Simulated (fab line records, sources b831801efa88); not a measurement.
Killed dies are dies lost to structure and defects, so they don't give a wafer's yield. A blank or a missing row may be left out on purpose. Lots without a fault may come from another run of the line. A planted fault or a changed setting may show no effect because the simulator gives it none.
Chamber matching | flow gf180mcu | GF_STI_CMP_25 on cmp-01: 4 sister chambers
The step polishes, stops on Si3N4, t overpolish 33 s, target thk 524.6 nm. 7 wafers are shown with their chamber, then 7 later ones without.

WAFERS WITH THEIR CHAMBER
wafer  | chamber | motor_current_A (A) | slurry_flow_ml_min
L464.3 | 3       | 10.0                | 150.5
L465.6 | 0       | 13.6                | 150.7
L468.3 | 0       | 13.7                | 150.8
L469.6 | 2       | 10.1                | 150.4
L472.4 | 1       | 12.7                | 149.4
L472.5 | 2       | 9.6                 | 149.9
L472.6 | 1       | 12.5                | 149.6

WAFERS WITHOUT THEIR CHAMBER
wafer  | motor_current_A (A) | slurry_flow_ml_min
L475.1 | 10.0                | 150.1
L475.4 | 13.3                | 150.5
L475.5 | 10.0                | 150.7
L482.6 | 10.1                | 149.1
L486.1 | 9.7                 | 150.5
L486.2 | 13.2                | 149.3
L486.3 | 14.0                | 150.1

WHICH CHAMBER EACH WENT THROUGH
wafer  | from the rows above     | in truth
L475.1 | can't be placed: 2 or 3 | 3
L475.4 | 0                       | 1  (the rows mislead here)
L475.5 | can't be placed: 3 or 2 | 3
L482.6 | can't be placed: 2 or 3 | 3
L486.1 | can't be placed: 3 or 2 | 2
L486.2 | 1                       | 1
L486.3 | 0                       | 0
Placed correctly: 2 of 7. Can't be placed from these rows: 4 (the true chamber is among the candidates in 4). Placed wrongly: 1.
How it was worked out, from the rows above alone: a wafer's distance from a chamber is the root of the sum, over the readings, of the square of ((its reading less the chamber's mean) divided by the reading's scatter). The wafer belongs to the nearest chamber; if the next one is less than 2 further off, it can't be placed. A chamber's mean is the mean of its shown wafers. The scatter: the root of (the sum of the squares of (reading less its chamber's mean) over the shown wafers, divided by (wafers less chambers)).
